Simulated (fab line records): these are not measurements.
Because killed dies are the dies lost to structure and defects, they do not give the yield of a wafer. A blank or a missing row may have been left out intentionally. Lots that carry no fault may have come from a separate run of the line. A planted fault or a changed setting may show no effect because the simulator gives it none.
fab line records + flow gf180mcu
record
- lots=13
- wafers=36
- last-day=34
route steps=602 shown LVPWELL@62 M2@365 V2@403
lots that met no fault: taken from a fault-free run of the same line
start-h: the number of hours between the record's first day and the start of the first shown wafer of the lot + wait-h: hours from the lot's prior step to this one + " as in the row above + L1.1+2: a row that stands for several wafers + - value missing, or start not given + * or withheld: withheld + < > ~ a bound
route shown NAME@n: names a module that has steps shown in the file, with the first one's number in the route + usual: mean and standard deviation over wafers with no fault + same: alike in all rows + chamber/n: place in a boat + sites: per-site readings + _std_site: their standard deviation + _edge_site: inner sites' mean taken away from outer sites' mean + radius-mm: how far each site lies from the wafer's centre + mask NAME#n: copy n + behind: the most recent tool/chamber to have shaped the wafer + hold: why the lot was held/for how many hours/how that ended + device: the n, p or np transistor that did not switch + end of line: tests run on the same wafers once the route is complete + step lacking rows: just its recipe + killed: at the first sort, the dies lost to defects and structure; wafer yield is something else + map: dies across one wafer; x = killed, . = not, _ = none there
set.NAME: setting as actually run; set.NAME@STEP: the setting as run at that earlier step + model.NAME: the simulator's own value behind a step, which no gauge read
the route's steps for a sample of lots (tables are steps, rows are wafers)
services: when a tool's chamber went out of use (start-h, in hours from the record's first day, below 0 if earlier), for how many hours, and the reason
## steps
# step GF_LVPWELL_IMPLANT_08
# recipe
- species=B
- energy-kev=170
- dose-cm2=1.5e+13
- tilt-deg=0
# usual
- beam-on-s=9.97/0.19
- dose-ions-cm2=1.5003e+13/1.5e+10
- end-station-pressure-torr=5.08e-06/2.5e-07
- faraday-current-uA=84.8/1.5
| lot.wafer | tool         | chamber | start-h | wait-h | beam-on-s | dose-ions-cm2 | end-station-pressure-torr | faraday-current-uA |
|-----------|--------------|---------|---------|--------|-----------|---------------|---------------------------|--------------------|
| L555.1    | implanter-01 | 0       | 67.91   | 0.0    | 9.79      | 1.4986e+13    | 4.94e-06                  | 85.8               |
| L555.5    | "            | 0       | "       | "      | 9.86      | 1.4976e+13    | 5.6e-06                   | 85.5               |
| L555.6    | "            | 0       | "       | "      | 9.77      | 1.4999e+13    | 5.32e-06                  | 86.6               |
| L558.1    | implanter-01 | 0       | 85.48   | 0.0    | 9.95      | 1.5009e+13    | 4.95e-06                  | 84.7               |
| L558.3    | "            | 0       | "       | "      | 9.90      | 1.4998e+13    | 4.95e-06                  | 85.5               |
| L558.4    | "            | 0       | "       | "      | 10.03     | 1.5006e+13    | 5.01e-06                  | 84.6               |
| L560.2    | implanter-03 | 0       | 94.62   | 0.0    | 10.08     | 1.502e+13     | 5.17e-06                  | 84.2               |
| L560.3    | "            | 0       | "       | "      | 9.92      | 1.4988e+13    | 4.79e-06                  | 85.0               |
| L560.4    | "            | 0       | "       | "      | 10.07     | 1.5001e+13    | 4.97e-06                  | 84.0               |
| L561.2    | implanter-03 | 0       | 111.52  | 0.0    | 9.77      | 1.5023e+13    | 5.12e-06                  | 86.7               |
| L561.3    | "            | 0       | "       | "      | 10.18     | 1.4969e+13    | 4.79e-06                  | 83.3               |
| L561.5    | "            | 0       | "       | "      | 9.95      | 1.5002e+13    | 5.1e-06                   | 85.2               |
| L562.3    | implanter-01 | 0       | 111.89  | 0.1    | 10.18     | 1.5028e+13    | 5.28e-06                  | 83.3               |
| L562.4    | "            | 0       | "       | "      | 10.17     | 1.5017e+13    | 5.2e-06                   | 82.9               |
| L562.6    | "            | 0       | "       | "      | 10.26     | 1.5016e+13    | 5.01e-06                  | 82.2               |
| L564.1    | implanter-01 | 0       | 117.59  | 0.0    | 9.74      | 1.5003e+13    | 4.75e-06                  | 86.5               |
| L564.2    | "            | 0       | "       | "      | 9.63      | 1.497e+13     | 5.31e-06                  | 87.4               |
| L564.6    | "            | 0       | "       | "      | 9.70      | 1.4986e+13    | 4.76e-06                  | 86.8               |
| L566.1    | implanter-03 | 0       | 132.98  | 0.0    | 9.99      | 1.5021e+13    | 4.98e-06                  | 84.7               |
| L566.3    | "            | 0       | "       | "      | 10.03     | 1.5004e+13    | 5.4e-06                   | 84.1               |
| L566.6    | "            | 0       | "       | "      | 9.81      | 1.4993e+13    | 4.93e-06                  | 86.2               |
| L567.1    | implanter-02 | 0       | 136.04  | 0.0    | 9.85      | 1.5006e+13    | 4.91e-06                  | 85.9               |
| L567.2    | "            | 0       | "       | "      | 9.95      | 1.4997e+13    | 5.37e-06                  | 84.8               |
| L567.3    | "            | 0       | "       | "      | 10.06     | 1.5006e+13    | 5.2e-06                   | 83.5               |
| L568.1    | implanter-01 | 0       | 141.96  | 0.0    | 9.81      | 1.5002e+13    | 4.76e-06                  | 86.1               |
| L568.3    | "            | 0       | "       | "      | 9.86      | 1.4998e+13    | 5.12e-06                  | 85.5               |
| L568.6    | "            | 0       | "       | "      | 10.00     | 1.4985e+13    | 4.49e-06                  | 84.9               |
| L570.2    | implanter-03 | 0       | 150.51  | 0.0    | 9.77      | 1.5001e+13    | 4.57e-06                  | 86.8               |
| L570.4    | "            | 0       | "       | "      | 10.31     | 1.5009e+13    | 5.14e-06                  | 82.3               |
| L570.5    | "            | 0       | "       | "      | 11.73     | 1.4975e+13    | 5.02e-06                  | 72.0               |
| L572.3    | implanter-03 | 0       | 164.04  | 0.1    | 9.60      | 1.4993e+13    | 4.95e-06                  | 88.0               |
| L572.5    | "            | 0       | "       | "      | 12.16     | 1.4992e+13    | 5.09e-06                  | 69.6               |
| L576.5    | implanter-03 | 0       | 186.23  | 0.1    | 11.98     | 1.4959e+13    | 4.98e-06                  | 70.6               |
| L578.3    | implanter-02 | 0       | 201.10  | 0.1    | 10.11     | 1.5e+13       | 5.07e-06                  | 83.4               |
| L578.4    | "            | 0       | "       | "      | 10.08     | 1.5022e+13    | 5.47e-06                  | 84.0               |
| L578.6    | "            | 0       | "       | "      | 10.10     | 1.5018e+13    | 4.92e-06                  | 83.7               |
# step GF_LVPWELL_TW_MEAS_11
# usual
- LVPWELL_TW=567/3.8
| lot.wafer | tool          | chamber | start-h | wait-h | hold                     | LVPWELL_TW |
|-----------|---------------|---------|---------|--------|--------------------------|------------|
| L555.1    | film-metro-01 | -       | 68.31   | 0.1    | -                        | 560        |
| L555.5    | "             | -       | "       | "      | -                        | 559        |
| L555.6    | "             | -       | "       | "      | -                        | 559        |
| L558.1    | film-metro-03 | -       | 85.88   | 0.1    | -                        | 562        |
| L558.3    | "             | -       | "       | "      | -                        | 564        |
| L558.4    | "             | -       | "       | "      | -                        | 564        |
| L560.2    | film-metro-03 | -       | 95.00   | 0.1    | -                        | 566        |
| L560.3    | "             | -       | "       | "      | -                        | 567        |
| L560.4    | "             | -       | "       | "      | -                        | 564        |
| L561.2    | film-metro-03 | -       | 111.90  | 0.1    | -                        | 569        |
| L561.3    | "             | -       | "       | "      | -                        | 569        |
| L561.5    | "             | -       | "       | "      | -                        | 566        |
| L562.3    | film-metro-02 | -       | 112.26  | 0.1    | -                        | 569        |
| L562.4    | "             | -       | "       | "      | -                        | 567        |
| L562.6    | "             | -       | "       | "      | -                        | 569        |
| L564.1    | film-metro-02 | -       | 117.99  | 0.1    | -                        | 570        |
| L564.2    | "             | -       | "       | "      | -                        | 570        |
| L564.6    | "             | -       | "       | "      | -                        | 565        |
| L566.1    | film-metro-02 | -       | 133.45  | 0.1    | -                        | 566        |
| L566.3    | "             | -       | "       | "      | -                        | 567        |
| L566.6    | "             | -       | "       | "      | -                        | 566        |
| L567.1    | film-metro-03 | -       | 136.44  | 0.1    | -                        | 567        |
| L567.2    | "             | -       | "       | "      | -                        | 568        |
| L567.3    | "             | -       | "       | "      | -                        | 569        |
| L568.1    | film-metro-02 | -       | 142.36  | 0.1    | -                        | 564        |
| L568.3    | "             | -       | "       | "      | -                        | 567        |
| L568.6    | "             | -       | "       | "      | -                        | 565        |
| L570.2    | film-metro-02 | -       | 150.89  | 0.1    | await-dispo/0.2h/release | 571        |
| L570.4    | "             | -       | "       | "      | await-dispo/0.2h/release | 568        |
| L570.5    | "             | -       | "       | "      | await-dispo/0.2h/release | 597        |
| L570.2    | film-metro-02 | -       | 151.21  | 0.3    | -                        | 569        |
| L570.4    | "             | -       | "       | "      | -                        | 569        |
| L570.5    | "             | -       | "       | "      | -                        | 593        |
| L572.3    | film-metro-03 | -       | 164.41  | 0.1    | await-dispo/0.2h/release | 566        |
| L572.5    | "             | -       | "       | "      | await-dispo/0.2h/release | 594        |
| L572.3    | film-metro-03 | -       | 164.64  | 0.2    | -                        | 568        |
| L572.5    | "             | -       | "       | "      | -                        | 595        |
| L576.5    | film-metro-01 | -       | 186.57  | 0.0    | await-dispo/0.2h/release | 582        |
| L576.5    | film-metro-01 | -       | 186.80  | 0.2    | -                        | 590        |
| L578.3    | film-metro-02 | -       | 201.47  | 0.1    | -                        | 571        |
| L578.4    | "             | -       | "       | "      | -                        | 569        |
| L578.6    | "             | -       | "       | "      | -                        | 570        |
# step GF_VT_IMPLANT_RS_MEAS_48
# recipe
- thk-meas-gauge=four-point-probe
# usual
- LVPWELL_RS=1196/3.3
| lot.wafer | tool          | chamber | start-h | wait-h | hold                     | LVPWELL_RS[ohm/sq] |
|-----------|---------------|---------|---------|--------|--------------------------|--------------------|
| L555.1    | film-metro-03 | -       | 154.86  | 0.1    | -                        | 1193               |
| L555.5    | "             | -       | "       | "      | -                        | 1194               |
| L555.6    | "             | -       | "       | "      | -                        | 1192               |
| L558.1    | film-metro-02 | -       | 175.20  | 0.1    | -                        | 1200               |
| L558.3    | "             | -       | "       | "      | -                        | 1198               |
| L558.4    | "             | -       | "       | "      | -                        | 1198               |
| L560.2    | film-metro-02 | -       | 189.05  | 0.1    | -                        | 1198               |
| L560.3    | "             | -       | "       | "      | -                        | 1196               |
| L560.4    | "             | -       | "       | "      | -                        | 1198               |
| L561.2    | film-metro-02 | -       | 206.88  | 0.1    | -                        | 1198               |
| L561.3    | "             | -       | "       | "      | -                        | 1199               |
| L561.5    | "             | -       | "       | "      | -                        | 1200               |
| L562.3    | film-metro-02 | -       | 208.12  | 0.1    | -                        | 1194               |
| L562.4    | "             | -       | "       | "      | -                        | 1197               |
| L562.6    | "             | -       | "       | "      | -                        | 1196               |
| L564.1    | film-metro-02 | -       | 214.88  | 0.1    | -                        | 1197               |
| L564.2    | "             | -       | "       | "      | -                        | 1193               |
| L564.6    | "             | -       | "       | "      | -                        | 1198               |
| L566.1    | film-metro-01 | -       | 233.35  | 0.1    | -                        | 1196               |
| L566.3    | "             | -       | "       | "      | -                        | 1190               |
| L566.6    | "             | -       | "       | "      | -                        | 1195               |
| L567.1    | film-metro-01 | -       | 237.14  | 0.1    | -                        | 1192               |
| L567.2    | "             | -       | "       | "      | -                        | 1192               |
| L567.3    | "             | -       | "       | "      | -                        | 1189               |
| L568.1    | film-metro-02 | -       | 244.44  | 0.1    | -                        | 1200               |
| L568.3    | "             | -       | "       | "      | -                        | 1198               |
| L568.6    | "             | -       | "       | "      | -                        | 1200               |
| L570.2    | film-metro-01 | -       | 255.20  | 0.1    | await-dispo/0.2h/release | 1191               |
| L570.4    | "             | -       | "       | "      | await-dispo/0.2h/release | 1192               |
| L570.5    | "             | -       | "       | "      | await-dispo/0.2h/release | 1094               |
| L570.2    | film-metro-01 | -       | 255.58  | 0.4    | -                        | 1189               |
| L570.4    | "             | -       | "       | "      | -                        | 1193               |
| L570.5    | "             | -       | "       | "      | -                        | 1091               |
| L572.3    | film-metro-01 | -       | 271.02  | 0.1    | await-dispo/0.2h/release | 1195               |
| L572.5    | "             | -       | "       | "      | await-dispo/0.2h/release | 1094               |
| L572.3    | film-metro-01 | -       | 271.31  | 0.3    | -                        | 1194               |
| L572.5    | "             | -       | "       | "      | -                        | 1096               |
| L576.5    | film-metro-02 | -       | 298.73  | 0.1    | await-dispo/0.2h/release | 1099               |
| L576.5    | film-metro-02 | -       | 299.02  | 0.3    | -                        | 1101               |
| L578.3    | film-metro-01 | -       | 315.97  | 0.1    | -                        | 1195               |
| L578.4    | "             | -       | "       | "      | -                        | 1195               |
| L578.6    | "             | -       | "       | "      | -                        | 1194               |
# step GF_M2_SPUTTER_03
# recipe
- material=Ti
- target-thk-nm=10
- substrate-temp-c=300
- chamber-pressure-pa=0.3
- power-w=3000
- time-s=6.7
# usual
- throttle-valve-pct=30.1/0.82
| lot.wafer | tool           | chamber | start-h | wait-h | throttle-valve-pct |
|-----------|----------------|---------|---------|--------|--------------------|
| L555.1    | pvd-sputter-03 | -       | 405.09  | 0.0    | 29.9               |
| L555.5    | "              | -       | "       | "      | 28.0               |
| L555.6    | "              | -       | "       | "      | 29.6               |
| L558.1    | pvd-sputter-02 | -       | 431.34  | 0.0    | 31.2               |
| L558.3    | "              | -       | "       | "      | 30.8               |
| L558.4    | "              | -       | "       | "      | 30.2               |
| L560.2    | pvd-sputter-02 | -       | 453.83  | 0.0    | 31.2               |
| L560.3    | "              | -       | "       | "      | 30.8               |
| L560.4    | "              | -       | "       | "      | 30.5               |
| L561.2    | pvd-sputter-02 | -       | 477.57  | 0.0    | 30.7               |
| L561.3    | "              | -       | "       | "      | 31.1               |
| L561.5    | "              | -       | "       | "      | 31.3               |
| L562.3    | pvd-sputter-03 | -       | 479.45  | 0.0    | 28.5               |
| L562.4    | "              | -       | "       | "      | 29.4               |
| L562.6    | "              | -       | "       | "      | 28.4               |
| L564.1    | pvd-sputter-04 | -       | 491.56  | 0.0    | 30.8               |
| L564.2    | "              | -       | "       | "      | 29.8               |
| L564.6    | "              | -       | "       | "      | 29.3               |
| L566.1    | pvd-sputter-02 | -       | 511.87  | 0.0    | 30.0               |
| L566.3    | "              | -       | "       | "      | 30.9               |
| L566.6    | "              | -       | "       | "      | 30.9               |
| L567.1    | pvd-sputter-04 | -       | 519.53  | 0.0    | 29.9               |
| L567.2    | "              | -       | "       | "      | 31.1               |
| L567.3    | "              | -       | "       | "      | 29.5               |
| L568.1    | pvd-sputter-02 | -       | 527.32  | 0.0    | 30.5               |
| L568.3    | "              | -       | "       | "      | 30.8               |
| L568.6    | "              | -       | "       | "      | 30.7               |
| L570.2    | pvd-sputter-04 | -       | 542.36  | 0.0    | 29.4               |
| L570.4    | "              | -       | "       | "      | 29.3               |
| L570.5    | "              | -       | "       | "      | 29.1               |
| L572.3    | pvd-sputter-04 | -       | 561.12  | 0.0    | 29.5               |
| L572.5    | "              | -       | "       | "      | 30.7               |
| L576.5    | pvd-sputter-04 | -       | 594.21  | 0.0    | 29.4               |
| L578.3    | pvd-sputter-03 | -       | 606.13  | 0.0    | 29.3               |
| L578.4    | "              | -       | "       | "      | 28.3               |
| L578.6    | "              | -       | "       | "      | 28.0               |
# step GF_M2_OVL_MEAS_15
# usual
- M2_OVL=-3/5.8
| lot.wafer | tool       | chamber | start-h | wait-h | M2_OVL[nm] |
|-----------|------------|---------|---------|--------|------------|
| L555.1    | overlay-01 | -       | 429.43  | 0.1    | -3         |
| L555.5    | "          | -       | "       | "      | -5         |
| L555.6    | "          | -       | "       | "      | -1         |
| L558.1    | overlay-01 | -       | 456.08  | 0.1    | 0          |
| L558.3    | "          | -       | "       | "      | 7          |
| L558.4    | "          | -       | "       | "      | 5          |
| L560.2    | overlay-01 | -       | 477.67  | 0.1    | -4         |
| L560.3    | "          | -       | "       | "      | 6          |
| L560.4    | "          | -       | "       | "      | -4         |
| L561.2    | overlay-02 | -       | 501.57  | 0.1    | -8         |
| L561.3    | "          | -       | "       | "      | -7         |
| L561.5    | "          | -       | "       | "      | -15        |
| L562.3    | overlay-01 | -       | 502.98  | 0.1    | -7         |
| L562.4    | "          | -       | "       | "      | -3         |
| L562.6    | "          | -       | "       | "      | -3         |
| L564.1    | overlay-02 | -       | 514.96  | 0.1    | -7         |
| L564.2    | "          | -       | "       | "      | -10        |
| L564.6    | "          | -       | "       | "      | -8         |
| L566.1    | overlay-02 | -       | 534.87  | 0.1    | -13        |
| L566.3    | "          | -       | "       | "      | -14        |
| L566.6    | "          | -       | "       | "      | -6         |
| L567.1    | overlay-01 | -       | 542.57  | 0.1    | -5         |
| L567.2    | "          | -       | "       | "      | 1          |
| L567.3    | "          | -       | "       | "      | -4         |
| L568.1    | overlay-01 | -       | 549.81  | 0.1    | 0          |
| L568.3    | "          | -       | "       | "      | 1          |
| L568.6    | "          | -       | "       | "      | 3          |
| L570.2    | overlay-01 | -       | 564.94  | 0.1    | 7          |
| L570.4    | "          | -       | "       | "      | 2          |
| L570.5    | "          | -       | "       | "      | 3          |
| L572.3    | overlay-02 | -       | 583.73  | 0.1    | -4         |
| L572.5    | "          | -       | "       | "      | -8         |
| L576.5    | overlay-02 | -       | 615.26  | 0.0    | -5         |
| L578.3    | overlay-01 | -       | 626.64  | 0.1    | -6         |
| L578.4    | "          | -       | "       | "      | -8         |
| L578.6    | "          | -       | "       | "      | -3         |
# step GF_V2_SPUTTER_21
# recipe
- material=Ti
- target-thk-nm=15
- chamber-pressure-pa=5
- power-w=2500
- substrate-temp-c=200
- time-s=80.02
# usual
- throttle-valve-pct=30.4/0.86
| lot.wafer | tool           | chamber | start-h | wait-h | throttle-valve-pct |
|-----------|----------------|---------|---------|--------|--------------------|
| L555.1    | pvd-sputter-01 | -       | 456.27  | 0.0    | 30.3               |
| L555.5    | "              | -       | "       | "      | 31.4               |
| L555.6    | "              | -       | "       | "      | 31.1               |
| L558.1    | pvd-sputter-02 | -       | 482.67  | 0.0    | 30.8               |
| L558.3    | "              | -       | "       | "      | 30.9               |
| L558.4    | "              | -       | "       | "      | 30.3               |
| L560.2    | pvd-sputter-04 | -       | 503.16  | 0.0    | 30.9               |
| L560.3    | "              | -       | "       | "      | 29.0               |
| L560.4    | "              | -       | "       | "      | 29.6               |
| L561.2    | pvd-sputter-04 | -       | 527.11  | 0.0    | 30.0               |
| L561.3    | "              | -       | "       | "      | 30.7               |
| L561.5    | "              | -       | "       | "      | 30.9               |
| L562.3    | pvd-sputter-04 | -       | 528.27  | 0.0    | 29.8               |
| L562.4    | "              | -       | "       | "      | 31.1               |
| L562.6    | "              | -       | "       | "      | 29.4               |
| L564.1    | pvd-sputter-04 | -       | 540.01  | 0.0    | 31.1               |
| L564.2    | "              | -       | "       | "      | 30.0               |
| L564.6    | "              | -       | "       | "      | 30.7               |
| L566.1    | pvd-sputter-04 | -       | 559.56  | 0.0    | 30.9               |
| L566.3    | "              | -       | "       | "      | 29.8               |
| L566.6    | "              | -       | "       | "      | 29.1               |
| L567.1    | pvd-sputter-04 | -       | 566.96  | 0.0    | 28.9               |
| L567.2    | "              | -       | "       | "      | 29.3               |
| L567.3    | "              | -       | "       | "      | 30.8               |
| L568.1    | pvd-sputter-01 | -       | 574.01  | 0.0    | 32.0               |
| L568.3    | "              | -       | "       | "      | 31.4               |
| L568.6    | "              | -       | "       | "      | 31.1               |
| L570.2    | pvd-sputter-02 | -       | 588.71  | 0.0    | 29.7               |
| L570.4    | "              | -       | "       | "      | 31.1               |
| L570.5    | "              | -       | "       | "      | 31.0               |
| L572.3    | pvd-sputter-04 | -       | 607.11  | 0.0    | 29.3               |
| L572.5    | "              | -       | "       | "      | 29.2               |
| L576.5    | pvd-sputter-04 | -       | 638.12  | 0.0    | 29.3               |
| L578.3    | pvd-sputter-01 | -       | 650.00  | 0.0    | 31.3               |
| L578.4    | "              | -       | "       | "      | 30.0               |
| L578.6    | "              | -       | "       | "      | 31.1               |
## services
| tool           | chamber | start-h | hours | kind   |
|----------------|---------|---------|-------|--------|
| implanter-01   | -       | 56.19   | 2.8   | pm     |
| implanter-03   | -       | 72.18   | 3.8   | repair |
| pvd-sputter-04 | -       | 76.37   | 2.3   | repair |
| pvd-sputter-04 | -       | 78.54   | 2.7   | repair |
| pvd-sputter-02 | -       | 83.75   | 3.2   | repair |
| pvd-sputter-04 | -       | 120.87  | 4.3   | repair |
| implanter-03   | -       | 143.32  | 2.6   | repair |
| implanter-01   | -       | 162.86  | 0.7   | repair |
| implanter-03   | -       | 173.35  | 3.9   | pm     |
| implanter-01   | -       | 197.18  | 2.3   | repair |
| pvd-sputter-02 | -       | 223.53  | 2.2   | repair |
| pvd-sputter-04 | -       | 227.39  | 8.8   | repair |
| pvd-sputter-02 | -       | 262.77  | 2.7   | repair |
| implanter-01   | -       | 324.89  | 0.6   | repair |
| pvd-sputter-04 | -       | 329.45  | 3.0   | repair |
| implanter-01   | -       | 336.98  | 1.7   | pm     |
| pvd-sputter-02 | -       | 382.66  | 10.6  | repair |
| pvd-sputter-04 | -       | 406.63  | 0.6   | repair |
| pvd-sputter-04 | -       | 432.73  | 2.1   | repair |
| pvd-sputter-04 | -       | 443.83  | 5.2   | repair |
| pvd-sputter-04 | -       | 467.07  | 6.6   | repair |
| pvd-sputter-02 | -       | 513.99  | 8.7   | repair |
| pvd-sputter-04 | -       | 569.57  | 11.1  | repair |
| pvd-sputter-02 | -       | 639.51  | 5.5   | repair |
## key
first-sign
- step=GF_LVPWELL_IMPLANT_08
- reading=beam-on-s
- direction=up
- sigmas=11
- usual=9.97
- struck=11.96
effect
- step=GF_LVPWELL_IMPLANT_08
- reading=faraday-current-uA
- direction=down
- sigmas=9.1
- usual=84.8
- struck=70.7
effect
- step=GF_LVPWELL_TW_MEAS_11
- reading=visit
- direction=added
effect
- step=GF_LVPWELL_TW_MEAS_11
- reading=LVPWELL_TW
- direction=up
- sigmas=6.3
- usual=567
- struck=591
effect
- step=GF_VT_IMPLANT_RS_MEAS_48
- reading=LVPWELL_RS
- direction=down
- sigmas=31
- usual=1196
- struck=1096
met-at GF_LVPWELL_IMPLANT_08
struck-lots L570,L572,L576
struck-wafers L570.5,L572.5,L576.5
tester-left-out L570,L572,L576
not-acting-at GF_M2_SPUTTER_03,GF_M2_OVL_MEAS_15,GF_V2_SPUTTER_21
onset-between 132.98 150.51
fault
- kind=process-parameter-drift
- tool=implanter-03
- chamber=-
- onset-h=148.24
- steps=GF_LVPWELL_IMPLANT_08
- channel=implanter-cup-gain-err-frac
- offset=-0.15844
- shape=step
- end-h=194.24
- scope=struck-wafers-only
# tester-left-out: of these lots the tester's yield and bins aren't shown, on N5 and GAA mostly nor the transistor test; their killed dies are dies lost to structure and defects alone, not to doping, threshold or leakage, so they don't give the yield
